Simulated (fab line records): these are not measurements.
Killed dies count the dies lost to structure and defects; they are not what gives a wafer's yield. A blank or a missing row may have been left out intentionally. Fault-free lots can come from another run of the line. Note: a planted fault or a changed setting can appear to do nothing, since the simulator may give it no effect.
What tool caused it? || flow gf180mcu || Sampling: 12 lots, 36 wafers, 4 of 602 route steps

WHAT EACH GAUGE READ, for each wafer
GF_V5_THK_MEAS_25: measures by xrf. Usual: V5_W_THK typically reads 355 nm, with standard deviation 4.8.
{"lot": "L621", "measured": "day 27 03:19", "on": "film metro-02", "V5_W_THK (nm)": "347 350 350", "flag": ""}
{"lot": "L622", "measured": "day 27 12:38", "on": "film metro-01", "V5_W_THK (nm)": "358 357 353", "flag": ""}
{"lot": "L623", "measured": "day 27 19:23", "on": "film metro-01", "V5_W_THK (nm)": "356 360 354", "flag": ""}
{"lot": "L624", "measured": "day 28 03:58", "on": "film metro-01", "V5_W_THK (nm)": "365 367 365", "flag": ""}
{"lot": "L625", "measured": "day 28 10:29", "on": "film metro-04", "V5_W_THK (nm)": "353 360 353", "flag": ""}
{"lot": "L627", "measured": "day 29 02:39", "on": "film metro-01", "V5_W_THK (nm)": "353 356 355", "flag": ""}
{"lot": "L628", "measured": "day 29 10:28", "on": "film metro-02", "V5_W_THK (nm)": "347 354 349", "flag": ""}
{"lot": "L629", "measured": "day 29 15:59", "on": "film metro-02", "V5_W_THK (nm)": "349 341 347", "flag": ""}
{"lot": "L630", "measured": "day 29 22:11", "on": "film metro-02", "V5_W_THK (nm)": "355 353 354", "flag": ""}
{"lot": "L636", "measured": "day 31 14:43", "on": "film metro-02", "V5_W_THK (nm)": "354 345 349", "flag": ""}
{"lot": "L640", "measured": "day 32 12:09", "on": "film metro-01", "V5_W_THK (nm)": "357 354 353", "flag": ""}
{"lot": "L643", "measured": "day 33 08:22", "on": "film metro-02", "V5_W_THK (nm)": "359 359 359", "flag": ""}

GF_PASSIVATION_BOW_MEAS_14. Usual: PASSIVATION_BOW typically reads 139 um, with standard deviation 12.
{"lot": "L621", "measured": "day 28 22:22", "on": "film metro-03", "PASSIVATION_BOW (um)": "138 134 139", "flag": ""}
{"lot": "L622", "measured": "day 29 07:15", "on": "film metro-03", "PASSIVATION_BOW (um)": "132 141 138", "flag": ""}
{"lot": "L623", "measured": "day 29 14:25", "on": "film metro-03", "PASSIVATION_BOW (um)": "129 136 139", "flag": ""}
{"lot": "L624", "measured": "day 29 21:51", "on": "film metro-04", "PASSIVATION_BOW (um)": "147 128 141", "flag": ""}
{"lot": "L625", "measured": "day 30 04:02", "on": "film metro-02", "PASSIVATION_BOW (um)": "140 151 153", "flag": ""}
{"lot": "L627", "measured": "day 30 19:34", "on": "film metro-03", "PASSIVATION_BOW (um)": "124 135 145", "flag": ""}
{"lot": "L628", "measured": "day 31 02:03", "on": "film metro-02", "PASSIVATION_BOW (um)": "117 123 131", "flag": ""}
{"lot": "L629", "measured": "day 31 07:56", "on": "film metro-02", "PASSIVATION_BOW (um)": "125 118 120", "flag": ""}
{"lot": "L630", "measured": "day 31 12:57", "on": "film metro-03", "PASSIVATION_BOW (um)": "148 139 131", "flag": ""}
{"lot": "L636", "measured": "day 33 02:27", "on": "film metro-03", "PASSIVATION_BOW (um)": "124 120 118", "flag": ""}
{"lot": "L640", "measured": "day 33 22:59", "on": "film metro-03", "PASSIVATION_BOW (um)": "151 140 143", "flag": ""}
{"lot": "L643", "measured": "day 34 17:33", "on": "film metro-02", "PASSIVATION_BOW (um)": "149 155 166", "flag": ""}

WHAT TOOL EACH LOT RAN ON (gives the tool, then ch and the chambers of the sampled wafers, and finally the start)
{"lot": "L621", "GF_V2_ETCH_16": "rie diel-02 ch 0,2,3, day 20 03:07", "GF_M5_ETCH_09": "rie diel-03 ch 1,2,3, day 26 03:46"}
{"lot": "L622", "GF_V2_ETCH_16": "rie diel-01 ch 1,2, day 20 13:28", "GF_M5_ETCH_09": "rie diel-03 ch 1,2,3, day 26 13:31"}
{"lot": "L623", "GF_V2_ETCH_16": "rie diel-01 ch 2,3, day 20 22:10", "GF_M5_ETCH_09": "rie diel-04 ch 1,2,3, day 26 20:16"}
{"lot": "L624", "GF_V2_ETCH_16": "rie diel-03 ch 0,1,3, day 21 09:43", "GF_M5_ETCH_09": "rie diel-02 ch 1,2,3, day 27 04:52"}
{"lot": "L625", "GF_V2_ETCH_16": "rie diel-03 ch 1,2, day 21 17:49", "GF_M5_ETCH_09": "rie diel-04 ch 0,2,3, day 27 12:25"}
{"lot": "L627", "GF_V2_ETCH_16": "rie diel-02 ch 0,2,3, day 22 12:01", "GF_M5_ETCH_09": "rie diel-03 ch 0,2, day 28 04:59"}
{"lot": "L628", "GF_V2_ETCH_16": "rie diel-03 ch 0,2, day 22 21:19", "GF_M5_ETCH_09": "rie diel-04 ch 1,2, day 28 12:49"}
{"lot": "L629", "GF_V2_ETCH_16": "rie diel-01 ch 1,3, day 23 03:28", "GF_M5_ETCH_09": "rie diel-04 ch 1,2,3, day 28 17:55"}
{"lot": "L630", "GF_V2_ETCH_16": "rie diel-02 ch 0,1,3, day 23 11:01", "GF_M5_ETCH_09": "rie diel-02 ch 0,1,2, day 29 00:22"}
{"lot": "L636", "GF_V2_ETCH_16": "rie diel-01 ch 1,2,3, day 25 13:19", "GF_M5_ETCH_09": "rie diel-04 ch 0,1,2, day 30 18:49"}
{"lot": "L640", "GF_V2_ETCH_16": "rie diel-01 ch 0,3, day 26 16:16", "GF_M5_ETCH_09": "rie diel-03 ch 1,2, day 31 16:45"}
{"lot": "L643", "GF_V2_ETCH_16": "rie diel-03 ch 0,1,3, day 27 15:25", "GF_M5_ETCH_09": "rie diel-03 ch 0,2,3, day 32 14:09"}
- GF_V2_ETCH_16: etches BARC in N2/H2.
- GF_M5_ETCH_09: etches Si3N4 in CF4/O2, target depth 52 nm, time 11.6 s.

WHAT THE TOOLS THEMSELVES READ (means of the sampled wafers that have a number; where no wafer has one, the mark that the record gives instead)
GF_V2_ETCH_16. Usual: chamber pressure mTorr 30.004 mTorr, standard deviation 0.029; drypump motor current A 5.7 A, standard deviation 0.36; oes product au 0.855 a.u., standard deviation 0.0048; rf fwd power W 495.2 W, standard deviation 1.9; throttle valve pct 13.225 %, standard deviation 0.0096.
{"lot": "L621", "tool": "rie diel-02", "chamber pressure mTorr (mTorr)": 29.994, "drypump motor current A (A)": 5.7, "oes product au (a.u.)": 0.857, "rf fwd power W (W)": 495.0, "throttle valve pct (%)": 13.219, "flag": ""}
{"lot": "L622", "tool": "rie diel-01", "chamber pressure mTorr (mTorr)": 29.994, "drypump motor current A (A)": 5.7, "oes product au (a.u.)": 0.854, "rf fwd power W (W)": 494.2, "throttle valve pct (%)": 13.229, "flag": ""}
{"lot": "L623", "tool": "rie diel-01", "chamber pressure mTorr (mTorr)": 29.997, "drypump motor current A (A)": 6.0, "oes product au (a.u.)": 0.854, "rf fwd power W (W)": 494.6, "throttle valve pct (%)": 13.230, "flag": ""}
{"lot": "L624", "tool": "rie diel-03", "chamber pressure mTorr (mTorr)": 30.000, "drypump motor current A (A)": 5.7, "oes product au (a.u.)": 0.857, "rf fwd power W (W)": 495.1, "throttle valve pct (%)": 13.221, "flag": ""}
{"lot": "L625", "tool": "rie diel-03", "chamber pressure mTorr (mTorr)": 29.985, "drypump motor current A (A)": 5.7, "oes product au (a.u.)": 0.850, "rf fwd power W (W)": 493.4, "throttle valve pct (%)": 13.222, "flag": ""}
{"lot": "L627", "tool": "rie diel-02", "chamber pressure mTorr (mTorr)": 30.001, "drypump motor current A (A)": 5.7, "oes product au (a.u.)": 0.850, "rf fwd power W (W)": 494.5, "throttle valve pct (%)": 13.230, "flag": ""}
{"lot": "L628", "tool": "rie diel-03", "chamber pressure mTorr (mTorr)": 30.026, "drypump motor current A (A)": 6.0, "oes product au (a.u.)": 0.855, "rf fwd power W (W)": 495.4, "throttle valve pct (%)": 13.224, "flag": ""}
{"lot": "L629", "tool": "rie diel-01", "chamber pressure mTorr (mTorr)": 30.010, "drypump motor current A (A)": 5.9, "oes product au (a.u.)": 0.857, "rf fwd power W (W)": 496.4, "throttle valve pct (%)": 13.216, "flag": ""}
{"lot": "L630", "tool": "rie diel-02", "chamber pressure mTorr (mTorr)": 30.018, "drypump motor current A (A)": 5.9, "oes product au (a.u.)": 0.851, "rf fwd power W (W)": 493.3, "throttle valve pct (%)": 13.232, "flag": ""}
{"lot": "L636", "tool": "rie diel-01", "chamber pressure mTorr (mTorr)": 30.007, "drypump motor current A (A)": 5.8, "oes product au (a.u.)": 0.851, "rf fwd power W (W)": 495.9, "throttle valve pct (%)": 13.223, "flag": ""}
{"lot": "L640", "tool": "rie diel-01", "chamber pressure mTorr (mTorr)": 29.987, "drypump motor current A (A)": 5.8, "oes product au (a.u.)": 0.856, "rf fwd power W (W)": 496.9, "throttle valve pct (%)": 13.220, "flag": ""}
{"lot": "L643", "tool": "rie diel-03", "chamber pressure mTorr (mTorr)": 29.997, "drypump motor current A (A)": 5.7, "oes product au (a.u.)": 0.855, "rf fwd power W (W)": 494.6, "throttle valve pct (%)": 13.223, "flag": ""}

GF_M5_ETCH_09. Usual: chamber pressure mTorr 149.99 mTorr, standard deviation 0.14; drypump motor current A 5.7 A, standard deviation 0.39; oes product au 1.003 a.u., standard deviation 0.0098; rf fwd power W 785 W, standard deviation 4.5; throttle valve pct 5.972 %, standard deviation 0.0094.
{"lot": "L621", "tool": "rie diel-03", "chamber pressure mTorr (mTorr)": 150.09, "drypump motor current A (A)": 5.8, "oes product au (a.u.)": 1.011, "rf fwd power W (W)": 784, "throttle valve pct (%)": 5.980, "flag": ""}
{"lot": "L622", "tool": "rie diel-03", "chamber pressure mTorr (mTorr)": 149.89, "drypump motor current A (A)": 5.8, "oes product au (a.u.)": 1.005, "rf fwd power W (W)": 784, "throttle valve pct (%)": 5.977, "flag": ""}
{"lot": "L623", "tool": "rie diel-04", "chamber pressure mTorr (mTorr)": 150.10, "drypump motor current A (A)": 5.3, "oes product au (a.u.)": 1.004, "rf fwd power W (W)": 791, "throttle valve pct (%)": 5.979, "flag": ""}
{"lot": "L624", "tool": "rie diel-02", "chamber pressure mTorr (mTorr)": 149.97, "drypump motor current A (A)": 5.5, "oes product au (a.u.)": 1.004, "rf fwd power W (W)": 786, "throttle valve pct (%)": 5.972, "flag": ""}
{"lot": "L625", "tool": "rie diel-04", "chamber pressure mTorr (mTorr)": 150.07, "drypump motor current A (A)": 5.6, "oes product au (a.u.)": 1.016, "rf fwd power W (W)": 787, "throttle valve pct (%)": 5.966, "flag": ""}
{"lot": "L627", "tool": "rie diel-03", "chamber pressure mTorr (mTorr)": 149.98, "drypump motor current A (A)": 6.0, "oes product au (a.u.)": 1.003, "rf fwd power W (W)": 786, "throttle valve pct (%)": 5.977, "flag": ""}
{"lot": "L628", "tool": "rie diel-04", "chamber pressure mTorr (mTorr)": 150.05, "drypump motor current A (A)": 5.1, "oes product au (a.u.)": 1.000, "rf fwd power W (W)": 783, "throttle valve pct (%)": 5.964, "flag": ""}
{"lot": "L629", "tool": "rie diel-04", "chamber pressure mTorr (mTorr)": 149.81, "drypump motor current A (A)": 5.3, "oes product au (a.u.)": 1.007, "rf fwd power W (W)": 788, "throttle valve pct (%)": 5.973, "flag": ""}
{"lot": "L630", "tool": "rie diel-02", "chamber pressure mTorr (mTorr)": 150.07, "drypump motor current A (A)": 5.7, "oes product au (a.u.)": 1.004, "rf fwd power W (W)": 785, "throttle valve pct (%)": 5.972, "flag": ""}
{"lot": "L636", "tool": "rie diel-04", "chamber pressure mTorr (mTorr)": 149.97, "drypump motor current A (A)": 5.4, "oes product au (a.u.)": 1.010, "rf fwd power W (W)": 782, "throttle valve pct (%)": 5.973, "flag": ""}
{"lot": "L640", "tool": "rie diel-03", "chamber pressure mTorr (mTorr)": 149.99, "drypump motor current A (A)": 5.7, "oes product au (a.u.)": 0.993, "rf fwd power W (W)": 782, "throttle valve pct (%)": 5.981, "flag": ""}
{"lot": "L643", "tool": "rie diel-03", "chamber pressure mTorr (mTorr)": 149.95, "drypump motor current A (A)": 5.9, "oes product au (a.u.)": 0.998, "rf fwd power W (W)": 786, "throttle valve pct (%)": 5.972, "flag": ""}

THE ANSWER, worked out from the rows above alone
Rule: a lot counts as off when the mean over its wafers that have a number is more than 3 standard deviations away from the usual mean. Also off: a lot with no number at a reading for which 4 or more lots have one. All remaining lots with rows at the step are treated as sound. The gauges are gone through in route order, then the tools' own readings, and for those a lot's mean is taken as printed above. At the first step where some lot is off, the reading lying furthest off is the one used; lots without a number count as furthest.
Nothing can be told from this: no lot is off at any reading shown.

WHAT HAD BEEN PUT IN BY THE SIMULATOR
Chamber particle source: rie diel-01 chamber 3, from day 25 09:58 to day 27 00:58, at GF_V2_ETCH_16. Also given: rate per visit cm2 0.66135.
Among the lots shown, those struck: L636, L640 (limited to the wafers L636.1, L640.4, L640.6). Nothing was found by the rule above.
